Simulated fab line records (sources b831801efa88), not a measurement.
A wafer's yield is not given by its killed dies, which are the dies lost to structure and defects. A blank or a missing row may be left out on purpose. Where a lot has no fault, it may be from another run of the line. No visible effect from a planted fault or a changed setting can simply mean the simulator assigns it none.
2 desks looking at one fault | flow sky130 | every desk sees just its own numbers, and what lay behind them comes last

== THE METROLOGY DESK ==
What the gauges read for every lot (on any tool): the sampled wafers with a number, averaged. The brackets show how far a lot's mean lies from the usual mean; more than 4 standard deviations puts the lot out of limits, marked OUT.
Columns: A = cd nm at SKY_SD_P_CD_MEAS_07, usual 379 nm; B = SD_P_TW at SKY_SD_P_TW_MEAS_11, usual 2849; C = SD_N_TW at SKY_SD_N_TW_MEAS_12, usual 4020; D = SD_N_RS at SKY_SD_N_RS_MEAS_16, usual 68.58 ohm/sq
lot  | first seen here | A   | B    | C               | D
L814 | day 24 22:14    | 377 | 2865 | 4076            | 68.65
L815 | day 25 04:43    | 381 | 2844 | 3949            | 68.70
L817 | day 26 16:49    | 376 | 2816 | 4048            | 68.56
L818 | day 27 02:20    | 380 | 2872 | 3947            | 68.37
L828 | day 30 01:16    | 380 | 2870 | 4062            | 68.57
L829 | day 30 14:03    | 380 | 2863 | 4366 (+6.5) OUT | 58.22 (-80) OUT
L831 | day 31 02:29    | 380 | 2855 | 4378 (+6.7) OUT | 58.28 (-79) OUT
L835 | day 33 08:51    | 381 | 2863 | 3951            | 68.49
L836 | day 33 09:12    | 379 | 2852 | 4088            | 68.69
L837 | day 33 14:07    | 379 | 2854 | 4069            | 68.48
Per this desk, out of limits: L829, L831; the first was L829, day 32 17:00 (SD_N_TW at SKY_SD_N_TW_MEAS_12). L814, L815, L817, L818, L828, L835, L836, L837: within limits.

== TOOL OWNER'S DESK, implanter-02 ==
SKY_SD_N_IMPLANT_09, tool's own readings: per-lot mean of the sampled wafers with a number, covering each lot this tool ran. The brackets show how far a lot's mean lies from the usual mean; more than 4 standard deviations puts the lot out of limits, marked OUT.
Columns: A = beam energy keV at SKY_SD_N_IMPLANT_09, usual 50.002; B = beam on s at SKY_SD_N_IMPLANT_09, usual 21.3 s; C = end station pressure torr at SKY_SD_N_IMPLANT_09, usual 1.18e-05 Torr
lot  | first seen here | A                        | B    | C
L815 | day 27 14:46    | 50.005                   | 21.3 | 1.15e-05
L817 | day 29 02:23    | 49.985                   | 21.4 | 1.11e-05
L818 | day 29 11:54    | 49.993                   | 21.2 | 1.20e-05
L829 | day 32 16:37    | 67.910 (+99 or more) OUT | 21.4 | 1.18e-05
L831 | day 33 07:21    | 67.910 (+99 or more) OUT | 21.1 | 1.16e-05
This desk finds L829, L831 out of limits, L829 being first, at day 32 16:37 (beam energy keV at SKY_SD_N_IMPLANT_09). L815, L817, L818: within limits.

== TAKEN TOGETHER ==
At day 32 16:37, on L829, L831, the tool owner's desk was in a position to raise an alarm.
On L829, L831, the metrology desk was in a position to raise an alarm at day 32 17:00.
The lots listed all ran SKY_SD_N_IMPLANT_09 on implanter-02.

== WHAT THE SIMULATOR HAD PUT IN ==
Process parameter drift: implanter-02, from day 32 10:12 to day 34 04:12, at SKY_SD_N_IMPLANT_09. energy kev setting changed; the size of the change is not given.
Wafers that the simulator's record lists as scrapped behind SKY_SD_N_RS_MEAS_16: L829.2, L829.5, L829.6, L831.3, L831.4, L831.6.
Struck lots among those shown: L829, L831.
Delay (hours) between the fault's onset and each desk's first out-of-limits reading: 6 at the tool owner's desk, 7 at the metrology desk.
